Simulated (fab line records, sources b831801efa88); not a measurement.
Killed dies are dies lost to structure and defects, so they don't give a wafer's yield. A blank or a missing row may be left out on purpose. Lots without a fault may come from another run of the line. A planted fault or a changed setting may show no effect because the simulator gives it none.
Tool commonality check | flow sky130 | 11 lots, 33 wafers sampled

WHY IT WAS OPENED
At SKY_VIA3_THK_MEAS_01 the reading VIA3_HDPCVD_THK is flagged on 2 of 11 lots. Wafers without a fault read 1644 nm, standard deviation 14.
Rule: a lot is flagged when every wafer of it that has a number lies more than 4 standard deviations from that mean, or none has a number. The other lots count as sound.

lot  | measured     | on            | VIA3_HDPCVD_THK (nm), wafer by wafer | flag
L307 | day 38 13:32 | film_metro-01 | 1657 1646 1633                       |
L308 | day 39 05:29 | film_metro-02 | 1641 1648 1639                       |
L310 | day 39 19:46 | film_metro-04 | 1658 1665 1646                       |
L311 | day 39 20:39 | film_metro-02 | 1655 1650 1646                       |
L313 | day 40 22:49 | film_metro-02 | 1621 1606 1627                       |
L314 | day 41 01:01 | film_metro-02 | 1622 1632 1620                       |
L312 | day 41 05:26 | film_metro-04 | 3312 3300 3283                       | FLAGGED
L322 | day 43 06:58 | film_metro-01 | 3303 3286 3286                       | FLAGGED
L323 | day 43 07:53 | film_metro-01 | 1646 1660 1663                       |
L324 | day 43 17:29 | film_metro-02 | 1646 1634 1649                       |
L329 | day 44 20:16 | film_metro-01 | 1659 1646 1650                       |
The numbers of the flagged lots are 3295 nm on average: +1651 nm against the usual, or +99 or more standard deviations.

WHICH TOOL RAN EACH LOT
The record holds 2 process steps before the reading, out of a route of 708 steps. In each cell: the tool, then ch and the chambers that the sampled wafers went through, then the start.
lot  | flag    | SKY_CAPM_METAL_ETCH_13            | SKY_VIA3_HDPCVD_00
L307 |         | rie_metal-02 ch 0,1, day 37 11:08 | hdpcvd-02 ch 1,2, day 38 13:22
L308 |         | rie_metal-01 ch 0,1, day 38 02:48 | hdpcvd-01 ch 1,2, day 39 05:18
L310 |         | rie_metal-02 ch 0,1, day 38 17:40 | hdpcvd-01 ch 0,1,2, day 39 19:35
L311 |         | rie_metal-01 ch 0, day 38 18:33   | hdpcvd-02 ch 0,1, day 39 20:29
L313 |         | rie_metal-01 ch 0,1, day 39 20:41 | hdpcvd-01 ch 0,1, day 40 22:38
L314 |         | rie_metal-02 ch 0,1, day 39 23:25 | hdpcvd-01 ch 0,1, day 41 00:50
L312 | FLAGGED | rie_metal-01 ch 0,1, day 39 11:49 | hdpcvd-02 ch 0,1, day 40 13:46
L322 | FLAGGED | rie_metal-03 ch 0,1, day 42 05:09 | hdpcvd-01 ch 0,1,2, day 43 06:28
L323 |         | rie_metal-01 ch 0,1, day 42 05:59 | hdpcvd-02 ch 0,1,2, day 43 07:44
L324 |         | rie_metal-01 ch 0, day 42 16:24   | hdpcvd-02 ch 0,1, day 43 17:19
L329 |         | rie_metal-02 ch 0,1, day 43 19:50 | hdpcvd-02 ch 0,2, day 44 20:06
What these steps do:
- SKY_CAPM_METAL_ETCH_13: etches TiN in Cl2/BCl3, stops on SiO2, target depth 220 nm, time 62.9 s.
- SKY_VIA3_HDPCVD_00: deposits SiO2, target thk 1635 nm, time 272.5 s.
- SKY_VIA3_THK_MEAS_01

FLAGGED OVER TOTAL, TOOL BY TOOL (the gauges that took the reading come last)
step                   | tool          | lots run | flagged | share of the flagged lots | sound lots run after its first flagged lot
SKY_CAPM_METAL_ETCH_13 | rie_metal-01  | 6        | 1       | some                      | 3 (L313,L323,L324)
SKY_CAPM_METAL_ETCH_13 | rie_metal-02  | 4        | 0       | none                      | -
SKY_CAPM_METAL_ETCH_13 | rie_metal-03  | 1        | 1       | some                      | 0
SKY_VIA3_HDPCVD_00     | hdpcvd-01     | 5        | 1       | some                      | 0
SKY_VIA3_HDPCVD_00     | hdpcvd-02     | 6        | 1       | some                      | 3 (L323,L324,L329)
SKY_VIA3_THK_MEAS_01   | film_metro-01 | 4        | 1       | some                      | 2 (L323,L329)
SKY_VIA3_THK_MEAS_01   | film_metro-02 | 5        | 0       | none                      | -
SKY_VIA3_THK_MEAS_01   | film_metro-04 | 2        | 1       | some                      | 0

WHAT THE TABLE ALLOWS
No row of the table ran every flagged lot.

WHAT THE SIMULATOR HAD PUT IN
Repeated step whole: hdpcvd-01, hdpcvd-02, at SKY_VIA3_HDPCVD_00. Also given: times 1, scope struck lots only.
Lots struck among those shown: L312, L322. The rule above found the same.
